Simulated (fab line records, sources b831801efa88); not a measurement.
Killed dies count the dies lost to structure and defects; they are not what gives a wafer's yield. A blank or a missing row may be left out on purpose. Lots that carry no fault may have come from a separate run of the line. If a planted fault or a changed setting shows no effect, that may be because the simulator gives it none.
Which tool is to blame? | flow gf180mcu | 42 wafers from 14 lots sampled at 4 of the route's 602 steps

## WHAT EACH GAUGE READ, for each wafer
GF_DUAL_GATE_THK_MEAS_03. Usual: for DUAL_GATE_OXIDATION_00_THK the level is 10.93 nm and the standard deviation is 0.16.
lot  | measured     | on            | DUAL_GATE_OXIDATION_00_THK (nm) | flag
L357 | day 7 16:50  | film_metro-01 | 10.50 10.69 10.76               |
L358 | day 7 20:30  | film_metro-04 | 10.96 10.87 10.83               |
L359 | day 8 10:34  | film_metro-04 | 10.99 10.84 11.28               |
L360 | day 8 15:25  | film_metro-02 | 11.09 11.10 10.93               |
L361 | day 8 20:37  | film_metro-04 | 11.07 10.98 11.22               |
L367 | day 10 11:17 | film_metro-04 | 10.71 10.69 10.73               |
L368 | day 10 19:38 | film_metro-01 | 17.32 17.36 17.15               | OFF
L370 | day 11 07:37 | film_metro-04 | 16.88 16.73 17.07               | OFF
L371 | day 11 14:02 | film_metro-02 | 11.07 11.27 11.20               |
L376 | day 13 00:37 | film_metro-04 | 10.80 10.86 10.75               |
L377 | day 13 06:22 | film_metro-04 | 10.93 10.78 10.92               |
L378 | day 13 09:59 | film_metro-01 | 10.53 10.92 10.65               |
L379 | day 13 16:46 | film_metro-01 | 10.78 10.68 10.71               |
L380 | day 14 02:02 | film_metro-02 | 10.90 10.84 10.84               |

GF_M2_CD_MEAS_14 targets a cd of 280 nm. Usual: cd_nm reads 280.1 nm (standard deviation 1.4).
lot  | measured     | on        | cd_nm (nm)        | flag
L357 | day 19 07:53 | cd_sem-01 | 277.2 278.0 278.2 |
L358 | day 19 11:59 | cd_sem-02 | 279.9 280.0 280.0 |
L359 | day 20 03:08 | cd_sem-01 | 278.0 279.1 278.5 |
L360 | day 20 14:34 | cd_sem-02 | 281.6 280.5 280.0 |
L361 | day 20 21:06 | cd_sem-02 | 280.5 280.3 280.3 |
L367 | day 23 00:12 | cd_sem-01 | 281.3 282.1 281.2 |
L368 | day 23 08:26 | cd_sem-02 | 280.6 279.4 279.1 |
L370 | day 23 21:17 | cd_sem-01 | 281.4 281.3 280.8 |
L371 | day 24 08:09 | cd_sem-01 | 278.7 280.2 277.9 |
L376 | day 25 21:15 | cd_sem-02 | 279.5 279.5 280.5 |
L377 | day 26 02:25 | cd_sem-01 | 277.3 277.9 277.1 |
L378 | day 26 07:50 | cd_sem-01 | 279.0 277.5 278.6 |
L379 | day 26 14:52 | cd_sem-02 | 280.5 280.4 280.5 |
L380 | day 27 01:25 | cd_sem-02 | 281.1 281.3 281.5 |

## TOOL THAT RAN EACH LOT (tool first, then ch and the chambers of the sampled wafers, then the start)
lot  | GF_DUAL_GATE_OXIDATION_02     | GF_M1_SPUTTER_02
L357 | furnace-02 ch 0, day 7 15:23  | pvd_sputter-02, day 16 05:45
L358 | furnace-01 ch 0, day 7 19:03  | pvd_sputter-04, day 16 10:36
L359 | furnace-02 ch 0, day 8 09:06  | pvd_sputter-01, day 17 00:51
L360 | furnace-01 ch 0, day 8 13:58  | pvd_sputter-02, day 17 11:59
L361 | furnace-01 ch 0, day 8 19:11  | pvd_sputter-01, day 17 16:56
L367 | furnace-02 ch 0, day 10 09:50 | pvd_sputter-02, day 19 22:28
L368 | furnace-01 ch 0, day 10 18:11 | pvd_sputter-04, day 20 07:52
L370 | furnace-01 ch 0, day 11 06:08 | pvd_sputter-02, day 20 20:55
L371 | furnace-02 ch 0, day 11 12:36 | pvd_sputter-02, day 21 07:31
L376 | furnace-02 ch 0, day 12 23:10 | pvd_sputter-04, day 23 00:45
L377 | furnace-02 ch 0, day 13 04:55 | pvd_sputter-01, day 23 06:10
L378 | furnace-02 ch 0, day 13 08:31 | pvd_sputter-04, day 23 10:38
L379 | furnace-02 ch 0, day 13 15:16 | pvd_sputter-01, day 23 19:30
L380 | furnace-01 ch 0, day 14 00:34 | pvd_sputter-02, day 24 06:55
- GF_DUAL_GATE_OXIDATION_02: stabilise 600 s, purge 300 s, target thk 10.887 nm.
- GF_M1_SPUTTER_02: material AlCu, target thk 450 nm, time 23.9 s.

## AS READ BY THE TOOLS THEMSELVES (means over the sampled wafers that have a number; for cases with no such wafer, the mark the record gives instead)
GF_DUAL_GATE_OXIDATION_02. Usual: zone_power_centre_pct reads 19.2 % (standard deviation 1.4).
lot  | tool       | zone_power_centre_pct (%) | flag
L357 | furnace-02 | 18.1                      |
L358 | furnace-01 | 20.5                      |
L359 | furnace-02 | 18.1                      |
L360 | furnace-01 | 20.6                      |
L361 | furnace-01 | 20.9                      |
L367 | furnace-02 | 17.9                      |
L368 | furnace-01 | 20.6                      |
L370 | furnace-01 | 20.6                      |
L371 | furnace-02 | 18.0                      |
L376 | furnace-02 | 18.0                      |
L377 | furnace-02 | 18.1                      |
L378 | furnace-02 | 18.1                      |
L379 | furnace-02 | 18.1                      |
L380 | furnace-01 | 20.8                      |

GF_M1_SPUTTER_02. Usual: throttle_valve_pct reads 30.2 % (standard deviation 1.2).
lot  | tool           | throttle_valve_pct (%) | flag
L357 | pvd_sputter-02 | 31.0                   |
L358 | pvd_sputter-04 | 30.4                   |
L359 | pvd_sputter-01 | 29.8                   |
L360 | pvd_sputter-02 | 31.2                   |
L361 | pvd_sputter-01 | 29.8                   |
L367 | pvd_sputter-02 | 31.0                   |
L368 | pvd_sputter-04 | 30.4                   |
L370 | pvd_sputter-02 | 31.0                   |
L371 | pvd_sputter-02 | 31.5                   |
L376 | pvd_sputter-04 | 29.4                   |
L377 | pvd_sputter-01 | 29.0                   |
L378 | pvd_sputter-04 | 29.2                   |
L379 | pvd_sputter-01 | 29.5                   |
L380 | pvd_sputter-02 | 31.8                   |

## THE ANSWER, worked out from the rows above alone
Rule: lot off if the mean of its wafers having a number is beyond 3 standard deviations from the usual mean. A lot without any number at a reading at which 4 lots or more have one is off too. All remaining lots with rows at the step are treated as sound. After the gauges, taken in route order, come the tools' own readings; for these a lot's mean is taken, as printed above. The first step at which some lot is off is used, and at that step the reading that is off furthest; a lot without a number counts as furthest.
Off: L368, L370, seen at GF_DUAL_GATE_THK_MEAS_03 (DUAL_GATE_OXIDATION_00_THK).
If a tool, at a process step before that reading, ran all the lots that are off and no sound lot after the first of them, it fits. Those tools and the gauges at GF_DUAL_GATE_THK_MEAS_03 are tried in the same way. No candidate that was tried fits.

## WHAT THE SIMULATOR HAD INSERTED
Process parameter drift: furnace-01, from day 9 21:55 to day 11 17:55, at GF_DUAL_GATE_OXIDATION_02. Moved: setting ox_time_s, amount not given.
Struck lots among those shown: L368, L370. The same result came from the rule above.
